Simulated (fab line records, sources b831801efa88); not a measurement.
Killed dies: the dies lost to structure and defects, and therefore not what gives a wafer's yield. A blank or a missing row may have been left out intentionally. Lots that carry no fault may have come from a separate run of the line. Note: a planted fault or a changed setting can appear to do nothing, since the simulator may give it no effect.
Which tool did it?	flow sky130	13 lots, 39 wafers sampled, at 4 steps of a route of 708

== WHAT THE GAUGES SHOWED, per wafer ==
SKY_VIA2_CD_MEAS_12 targets a cd of 200 nm. Usual: cd-nm reads 199.6 nm (standard deviation 1.3).
lot	measured	on	cd-nm (nm)	flag
L472	day 36 12:29	cd-sem-02	200.5 200.7 199.9	
L473	day 36 16:19	cd-sem-02	199.9 199.2 199.3	
L474	day 37 01:01	cd-sem-01	200.1 199.6 199.6	
L475	day 37 05:55	cd-sem-02	198.8 198.4 200.2	
L476	day 37 18:23	cd-sem-02	198.0 198.7 198.7	
L477	day 38 12:34	cd-sem-02	198.6 200.0 198.8	
L478	day 38 08:23	cd-sem-02	199.6 201.0 200.0	
L479	day 38 21:10	cd-sem-02	201.2 200.2 202.1	
L481	day 39 16:04	cd-sem-02	199.8 199.6 197.9	
L482	day 39 20:22	cd-sem-02	199.6 200.9 200.4	
L491	day 42 07:09	cd-sem-02	197.1 198.9 198.6	
L494	day 43 01:56	cd-sem-02	198.9 199.5 199.7	
L495	day 42 23:41	cd-sem-02	202.3 201.4 200.0	

== WHICH TOOL RAN EACH LOT (tool, then ch and the chambers of the sampled wafers, then the start) ==
lot	SKY_VT_ADJUST_HVTP_IMPLANT_09	SKY_LDD_P_STRIP_10	SKY_METAL1_SPUTTER_04
L472	implanter-02 ch 0, day 6 04:38	plasma-asher-02 ch 0, day 19 04:53	pvd-sputter-04, day 31 20:55
L473	implanter-02 ch 0, day 6 11:20	plasma-asher-02 ch 0,1, day 19 10:28	pvd-sputter-04, day 32 01:53
L474	implanter-02 ch 0, day 6 17:59	plasma-asher-01 ch 0,1, day 19 21:15	pvd-sputter-02, day 32 09:40
L475	implanter-01 ch 0, day 6 20:04	plasma-asher-04 ch 0,1, day 20 05:29	pvd-sputter-01, day 32 15:41
L476	implanter-02 ch 0, day 7 06:31	plasma-asher-02 ch 0,1, day 20 16:50	pvd-sputter-02, day 33 04:35
L477	implanter-03 ch 0, day 7 14:31	plasma-asher-04 ch 0,1, day 21 14:02	pvd-sputter-04, day 33 22:24
L478	implanter-03 ch 0, day 7 16:07	plasma-asher-02 ch 0,1, day 21 08:58	pvd-sputter-01, day 33 18:17
L479	implanter-03 ch 0, day 7 23:23	plasma-asher-02 ch 0,1, day 22 03:40	pvd-sputter-02, day 34 08:42
L481	implanter-03 ch 0, day 8 12:28	plasma-asher-04 ch 0,1, day 22 22:46	pvd-sputter-04, day 35 04:40
L482	implanter-03 ch 0, day 8 14:37	plasma-asher-04 ch 0,1, day 23 00:56	pvd-sputter-02, day 35 08:44
L491	implanter-01 ch 0, day 11 07:25	plasma-asher-02 ch 0,1, day 26 08:33	pvd-sputter-04, day 37 23:49
L494	implanter-02 ch 0, day 12 02:08	plasma-asher-01 ch 0,1, day 27 08:20	pvd-sputter-02, day 38 21:47
L495	implanter-02 ch 0, day 12 03:43	plasma-asher-04 ch 0, day 27 05:49	pvd-sputter-04, day 38 18:21
- SKY_VT_ADJUST_HVTP_IMPLANT_09
- SKY_LDD_P_STRIP_10: strips in O2/N2.
- SKY_METAL1_SPUTTER_04: material TiN, target thk 70 nm, time 58.3 s.

== AS READ BY THE TOOLS THEMSELVES (means over the sampled wafers that have a number; for cases with no such wafer, the mark the record gives instead) ==
SKY_VT_ADJUST_HVTP_IMPLANT_09. Usual: beam-energy-keV reads 149.99 (standard deviation 0.048).
lot	tool	beam-energy-keV	flag
L472	implanter-02	150.00	
L473	implanter-02	149.97	
L474	implanter-02	150.03	
L475	implanter-01	150.02	
L476	implanter-02	149.96	
L477	implanter-03	149.93	
L478	implanter-03	149.96	
L479	implanter-03	150.04	
L481	implanter-03	156.31	OFF
L482	implanter-03	156.31	OFF
L491	implanter-01	149.94	
L494	implanter-02	149.97	
L495	implanter-02	150.00	

SKY_LDD_P_STRIP_10. Usual: drypump-motor-current-A 5.7 A, standard deviation 0.56; o2-flow-sccm 3001 sccm, standard deviation 9.1; oes-product-au 0.715 a.u., standard deviation 0.0044; strip-time-to-endpoint-s 14.18 s, standard deviation 0.037.
lot	tool	drypump-motor-current-A (A)	o2-flow-sccm (sccm)	oes-product-au (a.u.)	strip-time-to-endpoint-s (s)	flag
L472	plasma-asher-02	5.3	2987	0.714	14.18	
L473	plasma-asher-02	5.2	3004	0.714	14.25	
L474	plasma-asher-01	6.5	2994	0.715	14.22	
L475	plasma-asher-04	6.0	3005	0.717	14.20	
L476	plasma-asher-02	5.1	3016	0.714	14.13	
L477	plasma-asher-04	5.8	3000	0.719	14.20	
L478	plasma-asher-02	5.2	3006	0.715	14.16	
L479	plasma-asher-02	5.1	2996	0.714	14.15	
L481	plasma-asher-04	5.8	2997	0.719	14.20	
L482	plasma-asher-04	5.8	3001	0.715	14.14	
L491	plasma-asher-02	5.2	3003	0.719	14.19	
L494	plasma-asher-01	6.1	2993	0.714	14.16	
L495	plasma-asher-04	5.7	3009	0.715	14.20	

SKY_METAL1_SPUTTER_04. Usual: throttle-valve-pct reads 30.0 % (standard deviation 1.1).
lot	tool	throttle-valve-pct (%)	flag
L472	pvd-sputter-04	30.3	
L473	pvd-sputter-04	30.1	
L474	pvd-sputter-02	30.0	
L475	pvd-sputter-01	29.7	
L476	pvd-sputter-02	30.1	
L477	pvd-sputter-04	31.4	
L478	pvd-sputter-01	30.0	
L479	pvd-sputter-02	30.1	
L481	pvd-sputter-04	29.7	
L482	pvd-sputter-02	30.3	
L491	pvd-sputter-04	30.1	
L494	pvd-sputter-02	29.6	
L495	pvd-sputter-04	30.2	

== THE ANSWER, worked out from the rows above alone ==
Rule: a lot is off if the mean of its wafers that have a number lies more than 3 standard deviations from the usual mean. A lot without any number at a reading at which 4 lots or more have one is off too. Any other lot the step has rows for is counted as sound. Order of review: gauges by route order, followed by the tools' own readings, for which a lot's mean as printed above is used. At the first step where some lot is off, the reading lying furthest off is the one used; lots without a number count as furthest.
Off at SKY_VT_ADJUST_HVTP_IMPLANT_09 (beam-energy-keV): L481, L482.
If a tool, at that step or one of the process steps before it, ran each lot that is off and ran no sound lot following the first of them, it fits. One fits: implanter-03 at SKY_VT_ADJUST_HVTP_IMPLANT_09. A fault onset in the window from L479 (day 7 23:23, its last sound lot) to L481 (day 8 12:28, its first lot off) fits.
On the lots that are off, the tool's own readings at SKY_VT_ADJUST_HVTP_IMPLANT_09 differ by more than 5 times the standard deviation of the sound lots' means, which bears it out; beam-energy-keV reads 156.31 there versus 149.98 on the sound lots.

== WHAT THE SIMULATOR HAD INSERTED ==
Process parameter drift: implanter-03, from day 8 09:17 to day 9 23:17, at SKY_VT_ADJUST_HVTP_IMPLANT_09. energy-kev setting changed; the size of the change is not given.
Struck lots among those shown: L481, L482. This agrees with what the rule above found.
